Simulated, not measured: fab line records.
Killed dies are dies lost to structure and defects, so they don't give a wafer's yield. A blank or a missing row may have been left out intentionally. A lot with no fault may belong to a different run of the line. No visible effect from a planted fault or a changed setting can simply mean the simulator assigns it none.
What tool caused it? + flow sky130 + 39 wafers from 13 lots sampled at 4 of the route's 708 steps

WHAT THE GAUGES READ, wafer by wafer
SKY_NWELL_THK_MEAS_02. Usual: NWELL_OXIDATION_THK gives 9.94 nm (standard deviation 0.18).
| lot  | measured    | on           | NWELL_OXIDATION_THK (nm) | flag |
|------|-------------|--------------|--------------------------|------|
| L277 | day 2 13:49 | filmMetro-02 | 9.97 10.03 10.11         |      |
| L278 | day 3 00:54 | filmMetro-01 | 10.15 10.34 10.13        |      |
| L279 | day 3 04:58 | filmMetro-02 | 9.96 9.92 9.78           |      |
| L280 | day 3 09:13 | filmMetro-01 | 9.91 9.98 10.01          |      |
| L281 | day 3 09:13 | filmMetro-04 | 9.93 9.97 9.99           |      |
| L282 | day 3 13:53 | filmMetro-02 | 10.04 10.16 10.07        |      |
| L283 | day 4 01:16 | filmMetro-02 | 9.52 9.60 9.46           |      |
| L285 | day 4 07:05 | filmMetro-02 | 9.66 9.65 9.60           |      |
| L286 | day 4 17:47 | filmMetro-04 | 9.92 9.95 10.07          |      |
| L287 | day 4 20:20 | filmMetro-04 | 10.05 10.05 9.95         |      |
| L288 | day 5 00:36 | filmMetro-01 | 9.78 9.78 9.91           |      |
| L296 | day 7 03:18 | filmMetro-02 | 10.58 10.47 10.66        | OFF  |
| L297 | day 7 06:13 | filmMetro-02 | 11.06 10.90 11.04        | OFF  |

SKY_NWELL_TW_MEAS_26. Usual: NWELL_2_TW gives 488 (standard deviation 3.6).
| lot  | measured     | on           | NWELL_2_TW  | flag |
|------|--------------|--------------|-------------|------|
| L277 | day 5 06:14  | filmMetro-02 | 489 488 488 |      |
| L278 | day 5 19:40  | filmMetro-02 | 488 488 488 |      |
| L279 | day 6 00:43  | filmMetro-01 | 487 488 488 |      |
| L280 | day 6 05:34  | filmMetro-01 | 487 486 486 |      |
| L281 | day 6 05:52  | filmMetro-02 | 490 489 491 |      |
| L282 | day 6 08:46  | filmMetro-02 | 493 492 490 |      |
| L283 | day 7 00:19  | filmMetro-04 | 484 486 484 |      |
| L285 | day 7 07:16  | filmMetro-04 | 483 486 485 |      |
| L286 | day 7 18:32  | filmMetro-02 | 482 488 485 |      |
| L287 | day 7 21:04  | filmMetro-01 | 491 492 493 |      |
| L288 | day 8 09:37  | filmMetro-04 | 489 488 485 |      |
| L296 | day 10 13:35 | filmMetro-02 | 490 485 485 |      |
| L297 | day 10 23:19 | filmMetro-04 | 490 490 489 |      |

TOOL THAT RAN EACH LOT (tool first, then ch and the chambers of the sampled wafers, then the start)
| lot  | SKY_FIELD_ISO_ETCH_14            | SKY_FIELD_ISO_STRIP_16             |
|------|----------------------------------|------------------------------------|
| L277 | rieDiel-01 ch 1,2,3, day 2 05:08 | plasmaAsher-03 ch 0,1, day 2 05:14 |
| L278 | rieDiel-03 ch 0,1, day 2 08:32   | plasmaAsher-01 ch 0,1, day 2 08:38 |
| L279 | rieDiel-03 ch 1,2,3, day 2 14:10 | plasmaAsher-02 ch 0,1, day 2 14:16 |
| L280 | rieDiel-01 ch 2,3, day 2 22:12   | plasmaAsher-01 ch 0,1, day 2 22:17 |
| L281 | rieDiel-01 ch 0,2, day 3 01:31   | plasmaAsher-03 ch 0,1, day 3 01:37 |
| L282 | rieDiel-04 ch 1,2, day 3 08:10   | plasmaAsher-02 ch 0,1, day 3 08:16 |
| L283 | rieDiel-03 ch 1,2,3, day 3 18:25 | plasmaAsher-02 ch 0,1, day 3 18:31 |
| L285 | rieDiel-03 ch 1,2, day 3 23:05   | plasmaAsher-02 ch 0,1, day 3 23:11 |
| L286 | rieDiel-01 ch 0,2,3, day 4 03:51 | plasmaAsher-02 ch 0,1, day 4 03:56 |
| L287 | rieDiel-04 ch 0,1,3, day 4 09:17 | plasmaAsher-02 ch 0,1, day 4 09:23 |
| L288 | rieDiel-04 ch 0,1,3, day 4 14:34 | plasmaAsher-02 ch 0,1, day 4 14:41 |
| L296 | rieDiel-01 ch 0,1,3, day 6 20:19 | plasmaAsher-01 ch 0,1, day 6 20:25 |
| L297 | rieDiel-01 ch 0,1, day 6 21:01   | plasmaAsher-02 ch 0,1, day 6 21:07 |
- SKY_FIELD_ISO_ETCH_14: etches BARC in N2/H2, stops on SiO2, time 45.9 s, target depth 60 nm.
- SKY_FIELD_ISO_STRIP_16: strips in O2/N2.

AS READ BY THE TOOLS THEMSELVES (means over the sampled wafers that have a number; for cases with no such wafer, the mark the record gives instead)
SKY_FIELD_ISO_ETCH_14. Usual: drypumpMotorCurrentA 5.8 A, standard deviation 0.44; oesProductAu 0.855 a.u., standard deviation 0.0044; throttleValvePct 13.224 %, standard deviation 0.0092.
| lot  | tool       | drypumpMotorCurrentA (A) | oesProductAu (a.u.) | throttleValvePct (%) | flag |
|------|------------|--------------------------|---------------------|----------------------|------|
| L277 | rieDiel-01 | 6.1                      | 0.857               | 13.219               |      |
| L278 | rieDiel-03 | 5.6                      | 0.855               | 13.229               |      |
| L279 | rieDiel-03 | 5.5                      | 0.854               | 13.225               |      |
| L280 | rieDiel-01 | 5.9                      | 0.856               | 13.230               |      |
| L281 | rieDiel-01 | 5.9                      | 0.855               | 13.221               |      |
| L282 | rieDiel-04 | 5.7                      | 0.857               | 13.232               |      |
| L283 | rieDiel-03 | 5.6                      | 0.857               | 13.224               |      |
| L285 | rieDiel-03 | 5.9                      | 0.854               | 13.234               |      |
| L286 | rieDiel-01 | 5.9                      | 0.853               | 13.226               |      |
| L287 | rieDiel-04 | 5.8                      | 0.856               | 13.229               |      |
| L288 | rieDiel-04 | 5.8                      | 0.857               | 13.231               |      |
| L296 | rieDiel-01 | 6.2                      | 0.851               | 13.222               |      |
| L297 | rieDiel-01 | 6.2                      | 0.855               | 13.226               |      |

SKY_FIELD_ISO_STRIP_16. Usual: drypumpMotorCurrentA 5.8 A, standard deviation 0.44; oesProductAu 0.378 a.u., standard deviation 0.0046; stripTimeToEndpointS 3.55 s, standard deviation 0.035.
| lot  | tool           | drypumpMotorCurrentA (A) | oesProductAu (a.u.) | stripTimeToEndpointS (s) | flag |
|------|----------------|--------------------------|---------------------|--------------------------|------|
| L277 | plasmaAsher-03 | 5.9                      | 0.376               | 3.55                     |      |
| L278 | plasmaAsher-01 | 5.6                      | 0.384               | 3.53                     |      |
| L279 | plasmaAsher-02 | 5.7                      | 0.377               | 3.56                     |      |
| L280 | plasmaAsher-01 | 6.0                      | 0.380               | 3.53                     |      |
| L281 | plasmaAsher-03 | 6.2                      | 0.378               | 3.55                     |      |
| L282 | plasmaAsher-02 | 5.7                      | 0.371               | 3.49                     |      |
| L283 | plasmaAsher-02 | 5.5                      | 0.376               | 3.56                     |      |
| L285 | plasmaAsher-02 | 5.7                      | 0.376               | 3.56                     |      |
| L286 | plasmaAsher-02 | 5.5                      | 0.380               | 3.58                     |      |
| L287 | plasmaAsher-02 | 5.7                      | 0.378               | 3.57                     |      |
| L288 | plasmaAsher-02 | 5.7                      | 0.377               | 3.52                     |      |
| L296 | plasmaAsher-01 | 5.6                      | 0.378               | 3.54                     |      |
| L297 | plasmaAsher-02 | 5.7                      | 0.382               | 3.59                     |      |

THE ANSWER, worked out from the rows above alone
Rule: a lot counts as off when the mean over its wafers that have a number is more than 3 standard deviations away from the usual mean. A lot without any number at a reading at which 4 lots or more have one is off too. Where the step has rows for the other lots, those lots are counted as sound. First the gauges in route order, then the tools' own readings, where a lot's mean is used as printed above. The first step at which some lot is off is used, and at that step the reading that is off furthest; a lot without a number counts as furthest.
Off: L296, L297, seen at SKY_NWELL_THK_MEAS_02 (NWELL_OXIDATION_THK).
A tool fits if, at a process step before that reading, it ran every lot that is off, and no sound lot after the first of them. Those tools and the gauges at SKY_NWELL_THK_MEAS_02 are tried in the same way. Can't be told from this: 2 tools fit, rieDiel-01 at SKY_FIELD_ISO_ETCH_14, filmMetro-02 at SKY_NWELL_THK_MEAS_02.

WHAT HAD BEEN PUT IN BY THE SIMULATOR
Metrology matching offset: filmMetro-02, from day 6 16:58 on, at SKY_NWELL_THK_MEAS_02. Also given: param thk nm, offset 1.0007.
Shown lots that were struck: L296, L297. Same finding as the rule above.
